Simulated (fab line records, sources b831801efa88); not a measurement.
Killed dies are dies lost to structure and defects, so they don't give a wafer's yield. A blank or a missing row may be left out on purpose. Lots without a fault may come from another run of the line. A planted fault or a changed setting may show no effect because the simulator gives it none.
Which tool did it? | flow gf180mcu | 12 lots, 36 wafers sampled, at 3 steps of a route of 602

WHAT THE GAUGES READ, wafer by wafer
GF_V4_OVL_MEAS_15.
lot  | measured     | on         | V4_OVL (nm)
L335 | day 24 06:15 | overlay-01 | 10 9 13
L336 | day 24 19:06 | overlay-02 | 3 3 -3
L339 | day 25 16:31 | overlay-01 | 4 5 -1
L340 | day 26 04:55 | overlay-01 | 8 10 5
L341 | day 26 11:28 | overlay-02 | -10 1 -6
L348 | day 28 14:55 | overlay-01 | 2 2 1
L351 | day 29 11:13 | overlay-02 | -5 -7 -1
L352 | day 29 19:55 | overlay-02 | 2 -1 1
L354 | day 30 10:13 | overlay-02 | -4 5 -4
L355 | day 30 16:58 | overlay-01 | 4 -3 4
L356 | day 30 22:30 | overlay-01 | 4 2 0
L358 | day 31 05:45 | overlay-02 | -3 -3 -4

WHICH TOOL RAN EACH LOT (tool, then ch and the chambers of the sampled wafers, then the start)
lot  | GF_SAB_ETCH_11                     | GF_M2_STRIP_18
L335 | rie_diel-03 ch 0,2,3, day 14 23:50 | wet_bench-03 ch 1, day 19 01:46
L336 | rie_diel-04 ch 0,1,2, day 15 12:20 | wet_bench-03 ch 3, day 19 15:27
L339 | rie_diel-03 ch 0,1,3, day 16 11:02 | wet_bench-04 ch 2, day 20 15:25
L340 | rie_diel-03 ch 0,1, day 17 00:05   | wet_bench-04 ch 0, day 21 05:26
L341 | rie_diel-04 ch 0,1,3, day 17 08:49 | wet_bench-04 ch 1, day 21 13:37
L348 | rie_diel-03 ch 0,1, day 19 18:51   | wet_bench-03 ch 1, day 23 23:44
L351 | rie_diel-03 ch 0,2,3, day 20 20:11 | wet_bench-03 ch 2, day 24 22:17
L352 | rie_diel-03 ch 0,2,3, day 21 07:56 | wet_bench-01 ch 3, day 25 08:35
L354 | rie_diel-04 ch 0,2,3, day 21 23:17 | wet_bench-01 ch 1, day 26 00:33
L355 | rie_diel-03 ch 0,1,3, day 22 09:35 | wet_bench-04 ch 3, day 26 07:34
L356 | rie_diel-04 ch 0,1,3, day 22 16:54 | wet_bench-04 ch 3, day 26 14:59
L358 | rie_diel-01 ch 1,2,3, day 23 04:05 | wet_bench-01 ch 1, day 27 01:28
- GF_SAB_ETCH_11: etches SiO2 in C4F8/O2/Ar, target depth 55 nm, time 8.5 s.
- GF_M2_STRIP_18: strips in post etch residue remover, time 1200 s.

WHAT THE TOOLS THEMSELVES READ (means of the sampled wafers that have a number; where no wafer has one, the mark that the record gives instead)
GF_SAB_ETCH_11.
lot  | tool        | bias_w (W) | oes_product_au (a.u.) | rf_fwd_power_W (W)
L335 | rie_diel-03 | 1200       | 0.998                 | 1476
L336 | rie_diel-04 | 1196       | 0.994                 | 1475
L339 | rie_diel-03 | 1199       | 0.996                 | 1471
L340 | rie_diel-03 | 1198       | 0.993                 | 1466
L341 | rie_diel-04 | 1196       | 0.994                 | 1474
L348 | rie_diel-03 | 1203       | 1.000                 | 1470
L351 | rie_diel-03 | 1200       | 0.998                 | 1473
L352 | rie_diel-03 | 1200       | 0.995                 | 1473
L354 | rie_diel-04 | 1204       | 1.004                 | 1473
L355 | rie_diel-03 | 1199       | 0.999                 | 1470
L356 | rie_diel-04 | 1199       | 1.003                 | 1471
L358 | rie_diel-01 | 1203       | 0.996                 | 1471

GF_M2_STRIP_18.
lot  | tool         | bath_guard_temp_C (C) | run_length_s (s)
L335 | wet_bench-03 | 72.7                  | 1226
L336 | wet_bench-03 | 72.4                  | 1224
L339 | wet_bench-04 | 72.3                  | 1223
L340 | wet_bench-04 | 72.2                  | 1108
L341 | wet_bench-04 | 73.2                  | 1101
L348 | wet_bench-03 | 72.5                  | 1225
L351 | wet_bench-03 | 71.4                  | 1225
L352 | wet_bench-01 | 72.6                  | 1224
L354 | wet_bench-01 | 72.7                  | 1234
L355 | wet_bench-04 | 72.3                  | 1226
L356 | wet_bench-04 | 72.3                  | 1233
L358 | wet_bench-01 | 72.9                  | 1227

THE ANSWER, worked out from the rows above alone
Rule: what is usual is taken from the lots themselves. Put in order of their means at a reading, lots are off if they are a third of the lots or fewer, leave a main group of 4 or more, and stand apart from it by a gap of 3 or more times the standard deviation of the main group's means; of several such gaps the widest counts. A main group whose means are all the same, to the digits that the tables above print for the reading, isn't used. A lot without any number at a reading at which 4 lots or more have one is off too. The other lots that the step has rows for count as sound. The gauges are gone through in route order, then the tools' own readings, and for those a lot's mean is taken as printed above. The first step at which some lot is off is used, and at that step the reading that is off furthest; a lot without a number counts as furthest.
Off: L340, L341, at GF_M2_STRIP_18 (run_length_s). The main group: mean 1227 s, standard deviation 3.6.
A tool fits if, at that step or a process step before it, it ran every lot that is off, and no sound lot after the first of them. None of those tried fits.

WHAT THE SIMULATOR HAD PUT IN
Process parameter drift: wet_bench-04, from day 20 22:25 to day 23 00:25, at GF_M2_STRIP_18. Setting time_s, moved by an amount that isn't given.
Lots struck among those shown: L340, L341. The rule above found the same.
